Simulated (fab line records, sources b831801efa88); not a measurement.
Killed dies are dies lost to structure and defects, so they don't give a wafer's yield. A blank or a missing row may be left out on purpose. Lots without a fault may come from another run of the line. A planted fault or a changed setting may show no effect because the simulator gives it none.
A struck lot beside a sound one | flow gf180mcu | 23 steps out of a route of 602
Sound: wafers L279.2, L279.4, L279.5. Struck: wafers L281.3, L281.4, L281.5. The cause comes at the end.
At each step with rows: each side's tool, then ch and its chambers, then its first start. Under that, the readings that differ: sound wafers | struck wafers | difference of the means | sigmas: that difference in standard deviations of wafers without a fault.
alike: readings whose means differ by less than 2 such deviations, and words and numbers that are the same on both sides. not compared: withheld readings, readings that some wafer has no value for, bounds like >300 that may hide the same value, and numbers for which the record gives no deviation and whose values overlap.
The two part at a step that has a row with sigmas, a row that says differs or no value, or rows on one side only. Numbers that don't overlap but have no deviation are shown without sigmas and don't part them. A reading that every wafer of one side lacks parts them only if that side has two wafers or more.

first, 4 steps without rows for these wafers: GF_NSD_SOFTBAKE_03 (time 60 s); GF_NSD_EXPOSE_04 (exposes mask Nplus, target cd 400 nm); GF_NSD_PEB_05; GF_NSD_DEVELOP_06 (develop time 60 s).
GF_NSD_CD_MEAS_07: target cd 400 nm.
  sound on cd_sem-01, day 17 10:49; struck on cd_sem-01, day 17 21:32
  alike: cd_nm
GF_NSD_OVL_MEAS_08:
  sound on overlay-01, day 17 10:55; struck on overlay-02, day 17 21:38
  alike: NSD_OVL
then, 2 steps without rows for these wafers: GF_NSD_IMPLANT_09; GF_NSD_IMPLANT_10.
GF_NSD_STRIP_11: strips in O2/N2.
  sound on plasma_asher-02 ch 0,1, day 17 11:14; struck on plasma_asher-01 ch 0,1, day 17 21:59
  alike: drypump_motor_current_A, heater_power_w, oes_product_au, strip_time_to_endpoint_s
  not compared: rf_hours_counter_h
GF_NSD_TW_MEAS_12:
  sound on film_metro-01, day 17 11:21; struck on film_metro-03, day 17 22:05
  alike: NSD_TW
then, 2 steps without rows for these wafers: GF_PSD_DEHYDRATE_00 (time 60 s); GF_PSD_HMDS_01 (prime time 60 s).
GF_PSD_COAT_02: resist thk 1000 nm.
  sound on litho_track-03 ch 0, day 17 22:05; struck on litho_track-03 ch 0, day 18 09:10
  reading                                  | sound                | struck               | difference | sigmas
  spin_speed_rpm (rpm)                     | 2997.8 2996.1 2996.2 | 3122.9 3122.6 3122.7 | +126.0     | +60
  model.NOVOLAK_of_PSD_COAT_02.thk_nm (nm) | 1003 1003 999.6      | 980.7 984.5 981.9    | -19.5      |
then, 3 steps without rows for these wafers: GF_PSD_SOFTBAKE_03 (time 60 s); GF_PSD_EXPOSE_04 (exposes mask Pplus, target cd 400 nm); GF_PSD_PEB_05.
GF_PSD_DEVELOP_06: develop time 60 s.
  sound on litho_track-04 ch 0, day 18 09:52; struck on litho_track-03 ch 0, day 18 20:52
  reading                                  | sound           | struck            | difference | sigmas
  model.NOVOLAK_of_PSD_COAT_02.thk_nm (nm) | 1003 1002 999.2 | 980.3 984.1 981.5 | -19.4      |
GF_PSD_CD_MEAS_07: target cd 400 nm.
  sound on cd_sem-01, day 18 10:01; struck on cd_sem-01, day 18 21:01
  alike: cd_nm
GF_PSD_OVL_MEAS_08:
  sound on overlay-02, day 18 10:07; struck on overlay-02, day 18 21:06
  alike: PSD_OVL
then, 1 step without rows for these wafers: GF_PSD_IMPLANT_09.
GF_PSD_STRIP_10: strips in O2/N2.
  sound on plasma_asher-02 ch 0, day 18 10:18; struck on plasma_asher-02 ch 0,1, day 18 21:19
  reading                      | sound             | struck            | difference | sigmas
  strip_time_to_endpoint_s (s) | 16.55 16.54 16.52 | 16.27 16.32 16.29 | -0.24      | -7
  alike: drypump_motor_current_A, heater_power_w, oes_product_au
  not compared: rf_hours_counter_h
GF_PSD_TW_MEAS_11:
  sound on film_metro-02, day 18 10:25; struck on film_metro-01, day 18 21:23
  alike: PSD_TW
then, 1 step without rows for these wafers: GF_PASSIVATION_PROBE_99.

WHERE THEY PART
First at GF_PSD_COAT_02; last, within this record, at GF_PSD_STRIP_10. Later steps at which nothing parts them and some readings are alike: GF_PSD_TW_MEAS_11.

WHY: what the simulator had put in
Process parameter drift: litho_track-03, from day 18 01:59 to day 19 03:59, at GF_PSD_COAT_02. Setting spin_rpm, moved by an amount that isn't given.
